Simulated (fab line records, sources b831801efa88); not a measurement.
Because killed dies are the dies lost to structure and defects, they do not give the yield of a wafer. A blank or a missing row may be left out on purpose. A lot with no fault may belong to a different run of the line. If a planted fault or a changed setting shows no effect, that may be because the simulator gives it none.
2 desks, one fault    flow sky130    numbers are kept per desk, each desk with only its own; the story behind them comes last

TOOL OWNER'S DESK, cvd w-02
The tool's own readings at SKY_VIA4_CVD_18 (deposits W, target thk 505 nm, time 152.14 s): means of the sampled wafers that have a number, for each lot that ran on this tool. Marked OUT: a lot whose mean sits more than 4 standard deviations from the usual mean, which makes it out of limits; the brackets give that distance.
Columns: A = heater power w at SKY_VIA4_CVD_18, usual 853 W; B = susceptor temp C at SKY_VIA4_CVD_18, usual 400.00 C
lot   first seen here  A    B
L541  day 43 09:07     847  400.30
L547  day 45 12:38     789  399.91
L553  day 46 16:50     824  399.94
Result from this desk: across the 3 lots, nothing is out of limits.

THE METROLOGY DESK
What the gauges read for every lot (on any tool): the sampled wafers with a number, averaged. Marked OUT: a lot whose mean sits more than 4 standard deviations from the usual mean, which makes it out of limits; the brackets give that distance.
Columns: A = VIA4_BOW at SKY_VIA4_BOW_MEAS_03, usual 81 um; B = VIA4_W_RS at SKY_VIA4_RS_MEAS_19, usual 0.226 ohm/sq; C = VIA4_W_THK at SKY_VIA4_THK_MEAS_20, usual 506 nm
lot   first seen here  A   B                 C
L541  day 42 09:18     80  0.223             515
L542  day 42 19:22     86  0.226             508
L544  day 43 07:33     71  0.228             497
L545  day 43 12:11     87  0.227             506
L547  day 44 14:05     92  0.224             511
L548  day 44 15:05     74  0.228             503
L553  day 45 19:02     70  0.190 (-8.6) OUT  632 (+9.7) OUT
L558  day 47 06:11     76  0.229             494
L559  day 47 11:43     71  0.227             511
L561  day 48 08:41     81  0.228             486
This desk finds L553 out of limits, with the earliest case on L553 at day 46 16:59 (VIA4_W_RS at SKY_VIA4_RS_MEAS_19). Within limits: L541, L542, L544, L545, L547, L548, L558, L559, L561.

PUT TOGETHER
On L553, the metrology desk was in a position to raise an alarm at day 46 16:59.
The desk of the tool owner found nothing out of limits.
On record at the tool owner's desk: L553, within its limits.
On cvd w-02, each named lot ran SKY_VIA4_CVD_18.

WHAT WAS PUT IN BY THE SIMULATOR
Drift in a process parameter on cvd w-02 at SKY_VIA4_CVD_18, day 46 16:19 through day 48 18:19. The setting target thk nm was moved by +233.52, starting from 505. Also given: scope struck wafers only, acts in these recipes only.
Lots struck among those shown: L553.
Time in hours between the start of the fault and the first out-of-limits reading at each desk: metrology desk, 1.
